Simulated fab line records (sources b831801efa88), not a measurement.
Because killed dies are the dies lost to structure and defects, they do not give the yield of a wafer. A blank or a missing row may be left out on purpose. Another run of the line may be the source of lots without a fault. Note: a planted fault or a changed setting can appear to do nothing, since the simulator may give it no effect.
Comparing a struck lot with a sound one || flow sky130 || 15 steps out of a route of 708
Sound: wafers L739.2, L739.3, L739.5. Wafers struck: L745.1, L745.4, L745.6. The cause is named last.
For every step that has rows: the tool of each side, followed by ch and its chambers, followed by its first start. Under that, the readings that differ: sound wafers || struck wafers || difference of the means || sigmas: that difference in standard deviations of wafers without a fault.
alike: readings whose means differ by less than 2 such deviations, and words and numbers that are the same on both sides. not compared: withheld readings, readings that some wafer has no value for, bounds like >300 that may hide the same value, and numbers for which the record gives no deviation and whose values overlap.
Wherever a step has rows on one side only, a row that says differs or no value, or a row with sigmas, the two part there. Non-overlapping numbers with no deviation appear without sigmas and do not part them. Lack of a reading on every wafer of one side parts them only where that side has two or more wafers.

first, 5 steps without rows for these wafers: SKY_LI_CONTACT_COAT_07 (resist thk 450 nm); SKY_LI_CONTACT_SOFTBAKE_08 (time 90 s); SKY_LI_CONTACT_EXPOSE_09 (exposes mask LICM1, target cd 170 nm); SKY_LI_CONTACT_PEB_10; SKY_LI_CONTACT_DEVELOP_11 (develop time 60 s).
SKY_LI_CONTACT_CD_MEAS_12: the cd target is 170 nm.
  sound on cdSem-01, day 32 11:32; struck on cdSem-01, day 33 23:07
  alike: cdNm
SKY_LI_CONTACT_OVL_MEAS_13:
  sound on overlay-02, day 32 11:38; struck on overlay-01, day 33 23:14
  alike: LI_CONTACT_OVL
SKY_LI_CONTACT_ETCH_14: etches BARC in N2/H2, stops on SiO2, time 45.9 s, target depth 60 nm.
  sound on rieDiel-02 ch 1,2,3, day 32 11:40; struck on rieDiel-01 ch 0,3, day 33 23:16
  alike: drypumpMotorCurrentA, oesProductAu, rfFwdPowerW, throttleValvePct
  not compared: rfHoursCounterH
SKY_LI_CONTACT_ETCH_15: etches PSG in C4F8/O2/Ar, stops on Si, target depth 600 nm.
  sound on rieDiel-02 ch 1,2,3, day 32 11:43; struck on rieDiel-01 ch 0,3, day 33 23:19
  alike: oesProductAu, rfFwdPowerW
SKY_LI_CONTACT_STRIP_16: strips in O2/N2.
  sound on plasmaAsher-01 ch 0, day 32 11:48; struck on plasmaAsher-04 ch 1, day 33 23:24
  alike: drypumpMotorCurrentA, oesProductAu, stripTimeToEndpointS
  not compared: rfHoursCounterH
then, 2 steps without rows for these wafers: SKY_LI_CONTACT_CLEAN_17 (cleans in NMP, time 600 s); SKY_LI_CONTACT_PRE_CLEAN_18 (time 5.6 s).
SKY_LI_CONTACT_SPUTTER_19: material Ti, target thk 20 nm, time 106.37 s.
  sound on pvdSputter-04, day 32 12:05; struck on pvdSputter-03, day 33 23:41
{"reading": "model.Ti_of_LI_CONTACT_SPUTTER_19.thkNm (nm)", "sound": "19.85 20.19 19.92", "struck": "24.96 25.11 25.19", "difference": "+5.10", "sigmas": ""}
  alike: cathodeDcPowerW, throttleValvePct
SKY_LI_CONTACT_SPUTTER_20: material TiN, target thk 20 nm, time 80 s.
  sound on pvdSputter-04, day 32 12:10; struck on pvdSputter-03, day 33 23:46
  alike: cathodeDcPowerW, throttleValvePct
-- record jumps: 15 days separate the struck wafers' starts on either side; left off in module LI_CONTACT, taken up again in module PAD_OPEN, whose first shown step is the route's number 708 --
SKY_PAD_OPEN_PROBE_99:
  sound on prober-02, day 48 09:34; struck on prober-02, day 49 08:16
  alike: killed_at_M0_to_M3, killed_at_M4_up, killedAtContacts, killedAtFrontEnd, killedAtOther, killedDies, killedOnRim, killedOpen, killedShort

== WHERE THEY PART ==
Nowhere in this record.

WHY: what had been put in by the simulator
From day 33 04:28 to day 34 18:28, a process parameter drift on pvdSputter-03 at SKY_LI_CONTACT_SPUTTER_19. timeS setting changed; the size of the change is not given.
